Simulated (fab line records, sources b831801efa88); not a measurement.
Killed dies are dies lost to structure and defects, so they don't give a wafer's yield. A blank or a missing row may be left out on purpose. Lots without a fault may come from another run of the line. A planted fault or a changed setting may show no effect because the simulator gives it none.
Chamber matching | flow sky130 | SKY_CONTACT_ETCH_17 on rie_diel-03: 4 sister chambers
The step etches SiO2 in C4F8/O2/Ar, stops on Si3N4, target depth 340 nm. 8 wafers are shown with their chamber, then 7 later ones without.

WAFERS WITH THEIR CHAMBER
wafer  | chamber | rf_fwd_power_W (W) | oes_product_au (a.u.)
L077.4 | 3       | 1485               | 0.897
L080.5 | 3       | 1482               | 0.887
L080.6 | 0       | 1493               | 0.890
L085.1 | 2       | 1485               | 0.895
L085.3 | 1       | 1479               | 0.895
L085.5 | 2       | 1495               | 0.907
L091.1 | 1       | 1482               | 0.897
L091.3 | 0       | 1482               | 0.888

WAFERS WITHOUT THEIR CHAMBER
wafer  | rf_fwd_power_W (W) | oes_product_au (a.u.)
L091.4 | 1485               | 0.884
L095.4 | 1486               | 0.894
L095.5 | 1486               | 0.892
L095.6 | 1482               | 0.897
L096.1 | 1485               | 0.888
L096.3 | 1484               | 0.892
L096.4 | 1479               | 0.889

WHICH CHAMBER EACH WENT THROUGH
wafer  | from the rows above               | in truth
L091.4 | can't be placed: 0 or 3 or 1      | 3
L095.4 | can't be placed: 3 or 0 or 1 or 2 | 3
L095.5 | can't be placed: 3 or 0 or 1 or 2 | 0
L095.6 | can't be placed: 1 or 3 or 2 or 0 | 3
L096.1 | can't be placed: 0 or 3 or 1 or 2 | 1
L096.3 | can't be placed: 3 or 0 or 1 or 2 | 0
L096.4 | can't be placed: 3 or 1 or 0 or 2 | 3
Placed correctly: 0 of 7. Can't be placed from these rows: 7 (the true chamber is among the candidates in 7). Placed wrongly: 0.
How it was worked out, from the rows above alone: a wafer's distance from a chamber is the root of the sum, over the readings, of the square of ((its reading less the chamber's mean) divided by the reading's scatter). The wafer belongs to the nearest chamber; if the next one is less than 2 further off, it can't be placed. A chamber's mean is the mean of its shown wafers. The scatter: the root of (the sum of the squares of (reading less its chamber's mean) over the shown wafers, divided by (wafers less chambers)).
